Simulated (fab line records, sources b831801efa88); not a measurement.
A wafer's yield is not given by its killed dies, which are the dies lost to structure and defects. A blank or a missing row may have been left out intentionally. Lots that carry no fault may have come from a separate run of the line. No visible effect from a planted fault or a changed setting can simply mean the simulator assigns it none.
The tool behind it: which one? ; flow sky130 ; Sampling: 10 lots, 30 wafers, 2 of 708 route steps

WHAT THE GAUGES READ, wafer by wafer
SKY_LDD_P_CD_MEAS_07: target cd 380 nm.
lot;measured;on;cd_nm (nm)
L228;day 18 22:28;cd_sem-01;381.3 385.8 381.9
L229;day 19 05:43;cd_sem-02;380.8 380.9 382.5
L231;day 20 10:53;cd_sem-02;377.9 374.7 374.4
L234;day 21 06:50;cd_sem-02;375.9 379.1 377.4
L235;day 21 17:37;cd_sem-02;380.5 379.3 379.8
L237;day 22 19:37;cd_sem-01;378.1 380.4 381.8
L239;day 23 06:40;cd_sem-02;377.6 375.4 378.1
L240;day 23 12:39;cd_sem-01;378.5 377.9 378.4
L241;day 23 16:20;cd_sem-01;381.0 378.2 378.9
L246;day 25 21:07;cd_sem-02;380.1 379.5 379.1

WHAT TOOL EACH LOT RAN ON (gives the tool, then ch and the chambers of the sampled wafers, and finally the start)
lot;SKY_LDD_N_STRIP_16
L228;plasma_asher-02 ch 0,1, day 17 16:29
L229;plasma_asher-04 ch 0,1, day 17 23:49
L231;plasma_asher-02 ch 0,1, day 19 03:58
L234;plasma_asher-04 ch 0,1, day 20 00:45
L235;plasma_asher-04 ch 0,1, day 20 10:56
L237;plasma_asher-01 ch 0,1, day 21 13:19
L239;plasma_asher-04 ch 0,1, day 22 00:10
L240;plasma_asher-04 ch 1, day 22 07:27
L241;plasma_asher-04 ch 0,1, day 22 10:52
L246;plasma_asher-04 ch 0,1, day 24 15:15
- SKY_LDD_N_STRIP_16: strips in O2/N2.

THE ANSWER, worked out from the rows above alone
Rule: what is usual is taken from the lots themselves. Put in order of their means at a reading, lots are off if they are a third of the lots or fewer, leave a main group of 4 or more, and stand apart from it by a gap of 3 or more times the standard deviation of the main group's means; of several such gaps the widest counts. A main group is skipped when, at the precision printed for the reading in the tables above, its means are all equal. Also off: a lot with no number at a reading for which 4 or more lots have one. The other lots that the step has rows for count as sound.
Across all readings shown, no lot is off: no conclusion can be drawn from this.

WHAT WAS PUT IN BY THE SIMULATOR
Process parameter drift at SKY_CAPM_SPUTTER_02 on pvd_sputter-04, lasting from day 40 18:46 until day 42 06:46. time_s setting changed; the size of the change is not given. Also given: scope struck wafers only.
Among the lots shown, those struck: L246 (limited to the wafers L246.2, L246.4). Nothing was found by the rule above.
